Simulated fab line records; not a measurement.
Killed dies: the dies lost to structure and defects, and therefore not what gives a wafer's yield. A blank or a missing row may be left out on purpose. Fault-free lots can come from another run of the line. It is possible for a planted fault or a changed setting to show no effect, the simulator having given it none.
fab line records ; flow sfq_line ; part 2 of 2: steps 26 to 34 of 34
record: lots: 5; wafers: 15; last_day: 80
route steps=325 shown I4@173 JJ@178 M5@198
lots with no fault: from the same line, run without faults
start_h: start of the lot's first displayed wafer, in hours after the record's first day ; wait_h: hours elapsed since this lot's preceding step ; " unchanged from the row above ; L1.1+2: one row covering several wafers at once ; - no value, or no start given ; * or withheld: withheld ; < > ~ a bound
route shown NAME@n: names a module that has steps shown in the file, with the first one's number in the route ; usual: mean and standard deviation over wafers with no fault ; same: alike in all rows ; chamber/n: place in a boat ; sites: readings site by site ; _std_site: how widely they spread, as a standard deviation ; _edge_site: outer sites' mean less inner sites' ; radius_mm: for every site, how far away it sits from the centre of the wafer ; mask NAME#n: copy n ; behind: the last tool/chamber to shape the wafer ; hold: the reason the lot was held/the length of the hold in hours/how it ended ; device: which transistor (n, p or np) failed to switch ; end of line: the same wafers' tests at the end of the route ; for a step that has no rows: nothing shown but its recipe ; killed: not the wafer's yield, but the dies lost to structure and defects at the first sort ; map: dies across one wafer; x = killed, . = not, _ = none there
set.NAME: the setting that was run; set.NAME@STEP: the one run at that earlier step ; model.NAME: the simulator's own value behind a step, which no gauge read
a table for each step, a row for each wafer; lots at some steps of the route
services: the hour from which a tool's chamber was out of use, counted from the record's first day as start_h (under 0 if before that day), plus the number of hours and why
== steps ==
step: SFQ_TRILAYER_M5_LITHO_COAT_123
recipe: resist: KrF; spin_rpm: 3000; resist_thk_nm: 600
usual: exhaust_pa: 44.8/0.89
lot.wafer;tool;chamber;start_h;wait_h;exhaust_pa
L075.2;litho_track-04;0;1228.51;0.2;46.2
L075.3;litho_track-04;0;1228.51;0.2;45.6
L075.5;litho_track-04;0;1228.51;0.2;46.8
L083.3;litho_track-04;0;1303.49;0.2;46.3
L083.4;litho_track-04;0;1303.49;0.2;44.8
L083.6;litho_track-04;0;1303.49;0.2;45.0
L087.1;litho_track-02;0;1341.10;0.2;45.4
L087.2;litho_track-02;0;1341.10;0.2;44.0
L087.5;litho_track-02;0;1341.10;0.2;44.7
L095.1;litho_track-02;0;1478.57;0.2;45.2
L095.3;litho_track-02;0;1478.57;0.2;46.2
L095.5;litho_track-02;0;1478.57;0.2;46.2
L097.1;litho_track-01;0;1615.92;0.2;45.0
L097.2;litho_track-01;0;1615.92;0.2;46.0
L097.5;litho_track-01;0;1615.92;0.2;45.2
step: SFQ_TRILAYER_M5_LITHO_SOFTBAKE_127
recipe: temp_c: withheld; time_s: withheld; resist: KrF
usual: exhaust_pa: 45.1/0.87
lot.wafer;tool;chamber;start_h;wait_h;exhaust_pa
L075.2;litho_track-04;0;1228.79;0.2;44.8
L075.3;litho_track-04;0;1228.79;0.2;45.0
L075.5;litho_track-04;0;1228.79;0.2;44.6
L083.3;litho_track-04;0;1303.74;0.2;45.4
L083.4;litho_track-04;0;1303.74;0.2;44.9
L083.6;litho_track-04;0;1303.74;0.2;45.4
L087.1;litho_track-02;0;1341.40;0.2;44.5
L087.2;litho_track-02;0;1341.40;0.2;43.6
L087.5;litho_track-02;0;1341.40;0.2;44.6
L095.1;litho_track-02;0;1478.87;0.2;44.2
L095.3;litho_track-02;0;1478.87;0.2;45.0
L095.5;litho_track-02;0;1478.87;0.2;43.9
L097.1;litho_track-01;0;1616.22;0.2;44.3
L097.2;litho_track-01;0;1616.22;0.2;44.7
L097.5;litho_track-01;0;1616.22;0.2;45.0
step: SFQ_TRILAYER_M5_LITHO_EXPOSE_124
recipe: mask_id: M5; na: 0.6; source_shape: conventional; sigma_outer: 0.65; target_cd_nm: 700; dose_mj: 14.4
same: na: 0.6
lot.wafer;tool;chamber;start_h;wait_h;mask
L075.2+3+5;krf_scanner-01;0;1232.47;-;M5#0
L083.3+4+6;krf_scanner-01;0;1313.74;-;M5#0
L087.1+2+5;krf_scanner-02;0;1433.61;-;M5#0
L095.1+3+5;krf_scanner-02;0;1591.59;-;M5#0
L097.1+2+5;krf_scanner-02;0;1619.59;-;M5#0
step: SFQ_TRILAYER_M5_LITHO_PEB_126
recipe: peb_temp_c: 115; peb_time_s: 60; resist: KrF
usual: exhaust_pa: 44.9/0.99; plate_temp_C: 115.02/0.15
lot.wafer;tool;chamber;start_h;wait_h;exhaust_pa;plate_temp_C
L075.2;litho_track-04;0;1233.50;0.8;44.6;115.09
L075.3;litho_track-04;0;1233.50;0.8;45.6;114.91
L075.5;litho_track-04;0;1233.50;0.8;44.6;115.02
L083.3;litho_track-02;0;1314.59;0.7;45.7;114.81
L083.4;litho_track-02;0;1314.59;0.7;45.6;114.86
L083.6;litho_track-02;0;1314.59;0.7;45.6;114.84
L087.1;litho_track-02;0;1434.81;1.0;44.5;115.07
L087.2;litho_track-02;0;1434.81;1.0;45.0;114.97
L087.5;litho_track-02;0;1434.81;1.0;44.9;115.03
L095.1;litho_track-02;0;1592.79;1.0;44.7;115.20
L095.3;litho_track-02;0;1592.79;1.0;43.5;115.22
L095.5;litho_track-02;0;1592.79;1.0;44.0;115.06
L097.1;litho_track-02;0;1620.79;1.0;45.1;114.85
L097.2;litho_track-02;0;1620.79;1.0;44.6;115.01
L097.5;litho_track-02;0;1620.79;1.0;44.6;114.77
step: SFQ_TRILAYER_M5_LITHO_DEVELOP_125
recipe: time_s: 60; resist: KrF
usual: exhaust_pa: 44.8/1.1
same: time_s: 60
lot.wafer;tool;chamber;start_h;wait_h;exhaust_pa
L075.2;litho_track-04;0;1233.65;0.1;47.5
L075.3;litho_track-04;0;1233.65;0.1;46.1
L075.5;litho_track-04;0;1233.65;0.1;46.1
L083.3;litho_track-02;0;1314.74;0.1;44.4
L083.4;litho_track-02;0;1314.74;0.1;44.0
L083.6;litho_track-02;0;1314.74;0.1;45.1
L087.1;litho_track-02;0;1434.96;0.1;44.1
L087.2;litho_track-02;0;1434.96;0.1;44.6
L087.5;litho_track-02;0;1434.96;0.1;44.3
L095.1;litho_track-02;0;1592.94;0.1;45.6
L095.3;litho_track-02;0;1592.94;0.1;45.5
L095.5;litho_track-02;0;1592.94;0.1;45.0
L097.1;litho_track-02;0;1620.94;0.1;43.8
L097.2;litho_track-02;0;1620.94;0.1;43.6
L097.5;litho_track-02;0;1620.94;0.1;43.8
step: SFQ_M5_OVL_MEAS_932
usual: M5_OVL: 0/5.5
lot.wafer;tool;chamber;start_h;wait_h;M5_OVL[nm]
L075.2;overlay-02;-;1233.78;0.1;1
L075.3;overlay-02;-;1233.78;0.1;-2
L075.5;overlay-02;-;1233.78;0.1;-1
L083.3;overlay-02;-;1314.85;0.1;-10
L083.4;overlay-02;-;1314.85;0.1;-18
L083.6;overlay-02;-;1314.85;0.1;-6
L087.1;overlay-01;-;1435.11;0.1;-1
L087.2;overlay-01;-;1435.11;0.1;2
L087.5;overlay-01;-;1435.11;0.1;0
L095.1;overlay-01;-;1593.09;0.1;3
L095.3;overlay-01;-;1593.09;0.1;-2
L095.5;overlay-01;-;1593.09;0.1;-4
L097.1;overlay-01;-;1621.09;0.1;-1
L097.2;overlay-01;-;1621.09;0.1;-2
L097.5;overlay-01;-;1621.09;0.1;-2
step: SFQ_TRILAYER_M5_BARC_OPEN_METAL_ETCH_161
recipe: mask_material: PR; chemistry: O2; target_depth_nm: 125; target: BARC; icp_w: 600; bias_w: 80; pressure_mtorr: 10; time_s: 41.7
usual: drypump_motor_current_A: 5.7/0.48; oes_product_au: 0.685/0.0045
same: time_s: 41.7
lot.wafer;tool;chamber;start_h;wait_h;drypump_motor_current_A;oes_product_au;rf_hours_counter_h
L075.2;rie_metal-03;1;1233.81;0.0;6.1;0.686;53
L075.3;rie_metal-03;1;1233.81;0.0;6.1;0.691;-
L075.5;rie_metal-03;0;1233.81;0.0;5.5;0.693;-
L083.3;rie_metal-01;1;1314.89;0.0;6.3;0.691;-
L083.4;rie_metal-01;0;1314.89;0.0;5.3;0.684;-
L083.6;rie_metal-01;1;1314.89;0.0;6.3;0.688;-
L087.1;rie_metal-03;0;1435.14;0.0;5.5;0.678;27
L087.2;rie_metal-03;1;1435.14;0.0;6.1;0.686;89
L087.5;rie_metal-03;0;1435.14;0.0;5.4;0.686;-
L095.1;rie_metal-04;0;1593.12;0.0;5.7;0.682;23
L095.3;rie_metal-04;0;1593.12;0.0;5.7;0.682;-
L095.5;rie_metal-04;1;1593.12;0.0;4.7;0.689;-
L097.1;rie_metal-03;1;1621.12;0.0;6.1;0.687;113
L097.2;rie_metal-03;0;1621.12;0.0;5.5;0.679;50
L097.5;rie_metal-03;1;1621.12;0.0;6.1;0.683;-
step: SFQ_TRILAYER_M5_ETCH_METAL_ETCH_126
recipe: target: Nb; stop_on: SiO2; mask_material: PR; over_etch_frac: 0.15; time_s: 203.2; chemistry: Cl2/BCl3; target_depth_nm: 265; icp_w: 600; bias_w: 80; pressure_mtorr: 10
usual: drypump_motor_current_A: 5.7/0.48; oes_product_au: 0.729/0.0062
same: time_s: 203.2
lot.wafer;tool;chamber;start_h;wait_h;drypump_motor_current_A;oes_product_au;rf_hours_counter_h
L075.2;rie_metal-03;1;1233.87;0.0;6.1;0.729;53
L075.3;rie_metal-03;1;1233.87;0.0;6.1;0.716;-
L075.5;rie_metal-03;0;1233.87;0.0;5.5;0.721;-
L083.3;rie_metal-01;1;1315.00;0.1;6.3;0.731;-
L083.4;rie_metal-01;0;1315.00;0.1;5.3;0.726;-
L083.6;rie_metal-01;1;1315.00;0.1;6.3;0.732;-
L087.1;rie_metal-03;0;1435.20;0.0;5.5;0.728;27
L087.2;rie_metal-03;1;1435.20;0.0;6.1;0.728;89
L087.5;rie_metal-03;0;1435.20;0.0;5.5;0.723;-
L095.1;rie_metal-04;0;1593.18;0.0;5.7;0.731;23
L095.3;rie_metal-04;0;1593.18;0.0;5.7;0.736;-
L095.5;rie_metal-04;1;1593.18;0.0;4.7;0.732;-
L097.1;rie_metal-03;1;1621.18;0.0;6.1;0.723;114
L097.2;rie_metal-03;0;1621.18;0.0;5.5;0.733;50
L097.5;rie_metal-03;1;1621.18;0.0;6.1;0.738;-
step: SFQ_TRILAYER_M5_STRIP_STRIP_127
recipe: gas: O2; power_w: 200; platen_temp_c: 40; overash_fraction: 0.65; chemistry: O2; pressure_mtorr: 50
usual: drypump_motor_current_A: 5.7/0.47; oes_product_au: 1.000/0.012; platen_temp_c: 39.98/0.11
lot.wafer;tool;chamber;start_h;wait_h;drypump_motor_current_A;oes_product_au;platen_temp_c;rf_hours_counter_h
L075.2;rie_metal-03;1;1234.06;0.1;6.1;0.991;39.82;54
L075.3;rie_metal-03;1;1234.06;0.1;6.1;0.987;39.86;-
L075.5;rie_metal-03;0;1234.06;0.1;5.5;0.997;39.78;-
L083.3;rie_metal-01;1;1315.33;0.3;6.3;1.013;39.91;-
L083.4;rie_metal-01;0;1315.33;0.3;5.3;1.000;39.96;-
L083.6;rie_metal-01;1;1315.33;0.3;6.3;1.008;40.06;-
L087.1;rie_metal-03;0;1435.40;0.1;5.5;0.996;39.94;28
L087.2;rie_metal-03;1;1435.40;0.1;6.1;0.980;40.08;90
L087.5;rie_metal-03;0;1435.40;0.1;5.5;0.997;39.87;-
L095.1;rie_metal-04;0;1593.38;0.1;5.7;1.004;40.03;23
L095.3;rie_metal-04;0;1593.38;0.1;5.7;1.012;40.08;-
L095.5;rie_metal-04;1;1593.38;0.1;4.8;1.001;39.98;-
L097.1;rie_metal-03;1;1621.38;0.1;6.1;0.979;39.86;114
L097.2;rie_metal-03;0;1621.38;0.1;5.5;0.998;39.96;51
L097.5;rie_metal-03;1;1621.38;0.1;6.1;0.976;39.88;-
== services ==
tool;chamber;start_h;hours;kind
pvd_sputter-06;-;1084.62;3.7;repair
krf_scanner-02;-;1086.13;1.0;pm
krf_scanner-02;-;1087.13;3.6;pm
krf_scanner-02;-;1095.48;1.3;pm
rie_metal-01;1;1114.33;4.6;repair
krf_scanner-02;-;1117.35;0.2;repair
krf_scanner-02;-;1118.79;1.8;repair
krf_scanner-02;-;1123.03;0.8;pm
rie_metal-03;1;1194.05;3.8;repair
krf_scanner-02;-;1196.85;1.0;pm
krf_scanner-02;-;1197.85;4.4;pm
rie_metal-02;1;1208.39;4.0;repair
rie_metal-01;-;1240.67;2.8;pm
pvd_sputter-03;-;1276.57;21.6;repair
pvd_sputter-03;-;1291.77;10.3;repair
pvd_sputter-06;-;1342.89;2.1;repair
rie_metal-01;-;1370.56;1.4;pm
pvd_sputter-06;-;1480.96;1.3;repair
rie_metal-02;-;1496.56;2.8;pm
rie_metal-03;-;1524.39;0.7;repair
pvd_sputter-06;-;1555.54;3.2;repair
rie_metal-03;-;1578.28;2.8;pm
pvd_sputter-03;-;1584.75;2.4;repair
pvd_sputter-06;-;1589.58;19.6;repair
